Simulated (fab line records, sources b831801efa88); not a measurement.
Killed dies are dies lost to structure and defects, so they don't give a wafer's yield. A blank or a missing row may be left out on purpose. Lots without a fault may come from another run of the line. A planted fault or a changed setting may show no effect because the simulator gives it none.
Which tool did it? | flow sky130 | 12 lots, 36 wafers sampled, at 5 steps of a route of 708

WHAT THE GAUGES READ, wafer by wafer
SKY_NWELL_RS_MEAS_31: measures by four-point-probe. Usual: PWDE_RS 5269 ohm/sq, standard deviation 14.
lot  | measured     | on            | PWDE_RS (ohm/sq) | flag
L432 | day 6 00:52  | film_metro-04 | 5266 5265 5253   |
L433 | day 6 10:04  | film_metro-04 | 5278 5279 5282   |
L434 | day 6 14:13  | film_metro-04 | 5270 5259 5249   |
L435 | day 6 19:25  | film_metro-01 | 5275 5263 5255   |
L436 | day 7 02:01  | film_metro-01 | 5260 5282 5276   |
L437 | day 7 08:16  | film_metro-02 | 5247 5261 5243   |
L438 | day 7 14:47  | film_metro-01 | 5272 5266 5290   |
L443 | day 8 19:40  | film_metro-02 | 5283 5284 5304   |
L444 | day 9 04:22  | film_metro-01 | 5254 5251 5263   |
L450 | day 10 14:46 | film_metro-02 | 5267 5290 5250   |
L451 | day 10 22:34 | film_metro-01 | 5272 5266 5275   |
L452 | day 11 04:24 | film_metro-02 | 5262 5283 5256   |

SKY_VT_ADJUST_NCORE_TW_MEAS_11. Usual: VT_ADJUST_NCORE_TW 219.4, standard deviation 2.7.
lot  | measured     | on            | VT_ADJUST_NCORE_TW | flag
L432 | day 9 08:50  | film_metro-03 | 220.5 220.9 220.2  |
L433 | day 9 19:00  | film_metro-01 | 215.3 216.4 215.9  |
L434 | day 10 02:49 | film_metro-02 | 222.7 222.2 222.5  |
L435 | day 10 07:09 | film_metro-02 | 222.2 222.0 222.2  |
L436 | day 10 14:52 | film_metro-01 | 216.2 216.0 215.9  |
L437 | day 10 21:17 | film_metro-03 | 222.1 220.9 220.6  |
L438 | day 11 04:04 | film_metro-03 | 219.1 219.7 220.9  |
L443 | day 12 15:34 | film_metro-01 | 196.3 197.4 196.1  | OFF
L444 | day 13 01:54 | film_metro-03 | 200.8 201.3 201.4  | OFF
L450 | day 14 17:55 | film_metro-03 | 219.6 220.7 220.8  |
L451 | day 15 03:33 | film_metro-01 | 216.2 217.5 217.1  |
L452 | day 15 08:30 | film_metro-03 | 220.4 220.5 221.7  |

WHICH TOOL RAN EACH LOT (tool, then ch and the chambers of the sampled wafers, then the start)
lot  | SKY_NWELL_STRIP_25                   | SKY_VT_ADJUST_LVTN_STRIP_09          | SKY_VT_ADJUST_NCORE_IMPLANT_09
L432 | plasma_asher-01 ch 0,1, day 6 00:19  | plasma_asher-02 ch 0,1, day 7 15:35  | implanter-04 ch 0, day 9 08:35
L433 | plasma_asher-02 ch 1, day 6 09:31    | plasma_asher-02 ch 1, day 8 00:49    | implanter-04 ch 0, day 9 18:45
L434 | plasma_asher-03 ch 0,1, day 6 13:38  | plasma_asher-03 ch 0,1, day 8 06:07  | implanter-03 ch 0, day 10 02:35
L435 | plasma_asher-02 ch 1, day 6 18:52    | plasma_asher-03 ch 0,1, day 8 11:40  | implanter-03 ch 0, day 10 06:54
L436 | plasma_asher-01 ch 0,1, day 7 01:27  | plasma_asher-03 ch 0,1, day 8 18:48  | implanter-02 ch 0, day 10 14:39
L437 | plasma_asher-03 ch 0,1, day 7 07:43  | plasma_asher-04 ch 0,1, day 9 01:28  | implanter-02 ch 0, day 10 21:02
L438 | plasma_asher-01 ch 0,1, day 7 14:13  | plasma_asher-03 ch 0,1, day 9 08:17  | implanter-04 ch 0, day 11 03:49
L443 | plasma_asher-02 ch 0,1, day 8 19:07  | plasma_asher-04 ch 0,1, day 10 15:51 | implanter-04 ch 0, day 12 15:20
L444 | plasma_asher-01 ch 0, day 9 03:49    | plasma_asher-04 ch 0,1, day 11 00:58 | implanter-04 ch 0, day 13 01:39
L450 | plasma_asher-01 ch 0,1, day 10 14:12 | plasma_asher-04 ch 0,1, day 12 14:17 | implanter-03 ch 0, day 14 17:41
L451 | plasma_asher-01 ch 0,1, day 10 22:01 | plasma_asher-04 ch 0,1, day 12 23:31 | implanter-03 ch 0, day 15 03:18
L452 | plasma_asher-01 ch 0,1, day 11 03:50 | plasma_asher-03 ch 0,1, day 13 05:04 | implanter-04 ch 0, day 15 08:16
- SKY_NWELL_STRIP_25: strips in O2/N2.
- SKY_VT_ADJUST_LVTN_STRIP_09: strips in O2/N2.
- SKY_VT_ADJUST_NCORE_IMPLANT_09

WHAT THE TOOLS THEMSELVES READ (means of the sampled wafers that have a number; where no wafer has one, the mark that the record gives instead)
SKY_NWELL_STRIP_25. Usual: drypump_motor_current_A 5.6 A, standard deviation 0.35; oes_product_au 0.723 a.u., standard deviation 0.0044; strip_time_to_endpoint_s 36.99 s, standard deviation 0.095.
lot  | tool            | drypump_motor_current_A (A) | oes_product_au (a.u.) | strip_time_to_endpoint_s (s) | flag
L432 | plasma_asher-01 | 5.3                         | 0.722                 | 37.01                        |
L433 | plasma_asher-02 | 5.7                         | 0.726                 | 37.04                        |
L434 | plasma_asher-03 | 5.6                         | 0.722                 | 36.99                        |
L435 | plasma_asher-02 | 5.7                         | 0.721                 | 36.99                        |
L436 | plasma_asher-01 | 5.6                         | 0.725                 | 37.09                        |
L437 | plasma_asher-03 | 5.6                         | 0.722                 | 37.06                        |
L438 | plasma_asher-01 | 5.4                         | 0.723                 | 36.99                        |
L443 | plasma_asher-02 | 6.0                         | 0.722                 | 36.98                        |
L444 | plasma_asher-01 | 5.1                         | 0.721                 | 36.93                        |
L450 | plasma_asher-01 | 5.3                         | 0.724                 | 36.96                        |
L451 | plasma_asher-01 | 5.6                         | 0.722                 | 36.86                        |
L452 | plasma_asher-01 | 5.6                         | 0.724                 | 36.82                        |

SKY_VT_ADJUST_LVTN_STRIP_09. Usual: drypump_motor_current_A 5.82 A, standard deviation 0.27; oes_product_au 0.723 a.u., standard deviation 0.0044; strip_time_to_endpoint_s 36.98 s, standard deviation 0.079.
lot  | tool            | drypump_motor_current_A (A) | oes_product_au (a.u.) | strip_time_to_endpoint_s (s) | flag
L432 | plasma_asher-02 | 5.81                        | 0.724                 | 36.86                        |
L433 | plasma_asher-02 | 5.72                        | 0.726                 | 37.07                        |
L434 | plasma_asher-03 | 5.59                        | 0.720                 | 36.89                        |
L435 | plasma_asher-03 | 5.57                        | 0.728                 | 37.06                        |
L436 | plasma_asher-03 | 5.57                        | 0.724                 | 36.99                        |
L437 | plasma_asher-04 | 6.16                        | 0.721                 | 37.02                        |
L438 | plasma_asher-03 | 5.54                        | 0.721                 | 36.97                        |
L443 | plasma_asher-04 | 6.16                        | 0.725                 | 36.92                        |
L444 | plasma_asher-04 | 6.17                        | 0.721                 | 36.99                        |
L450 | plasma_asher-04 | 6.12                        | 0.722                 | 37.07                        |
L451 | plasma_asher-04 | 6.11                        | 0.721                 | 37.02                        |
L452 | plasma_asher-03 | 5.60                        | 0.720                 | 37.03                        |

SKY_VT_ADJUST_NCORE_IMPLANT_09. Usual: dose_ions_cm2 2.3991e+12, standard deviation 2.5e+09; faraday_current_uA 13.56, standard deviation 0.26.
lot  | tool         | dose_ions_cm2 | faraday_current_uA | flag
L432 | implanter-04 | 2.3957e+12    | 13.57              |
L433 | implanter-04 | 2.4014e+12    | 13.38              |
L434 | implanter-03 | 2.4026e+12    | 13.18              |
L435 | implanter-03 | 2.4005e+12    | 13.65              |
L436 | implanter-02 | 2.3994e+12    | 13.65              |
L437 | implanter-02 | 2.4001e+12    | 13.53              |
L438 | implanter-04 | 2.3995e+12    | 13.64              |
L443 | implanter-04 | 1.7161e+12    | 9.81               | OFF
L444 | implanter-04 | 1.7165e+12    | 9.74               | OFF
L450 | implanter-03 | 2.4010e+12    | 13.43              |
L451 | implanter-03 | 2.3995e+12    | 13.29              |
L452 | implanter-04 | 2.3984e+12    | 13.73              |

THE ANSWER, worked out from the rows above alone
Rule: a lot is off if the mean of its wafers that have a number lies more than 3 standard deviations from the usual mean. A lot without any number at a reading at which 4 lots or more have one is off too. The other lots that the step has rows for count as sound. The gauges are gone through in route order, then the tools' own readings, and for those a lot's mean is taken as printed above. The first step at which some lot is off is used, and at that step the reading that is off furthest; a lot without a number counts as furthest.
Off: L443, L444, at SKY_VT_ADJUST_NCORE_TW_MEAS_11 (VT_ADJUST_NCORE_TW).
A tool fits if, at a process step before that reading, it ran every lot that is off, and no sound lot after the first of them. The gauges at SKY_VT_ADJUST_NCORE_TW_MEAS_11 aren't tried: what is off there is off at SKY_VT_ADJUST_NCORE_IMPLANT_09 too, on other tools, and a gauge's error can't cause that. None of those tried fits.

WHAT THE SIMULATOR HAD PUT IN
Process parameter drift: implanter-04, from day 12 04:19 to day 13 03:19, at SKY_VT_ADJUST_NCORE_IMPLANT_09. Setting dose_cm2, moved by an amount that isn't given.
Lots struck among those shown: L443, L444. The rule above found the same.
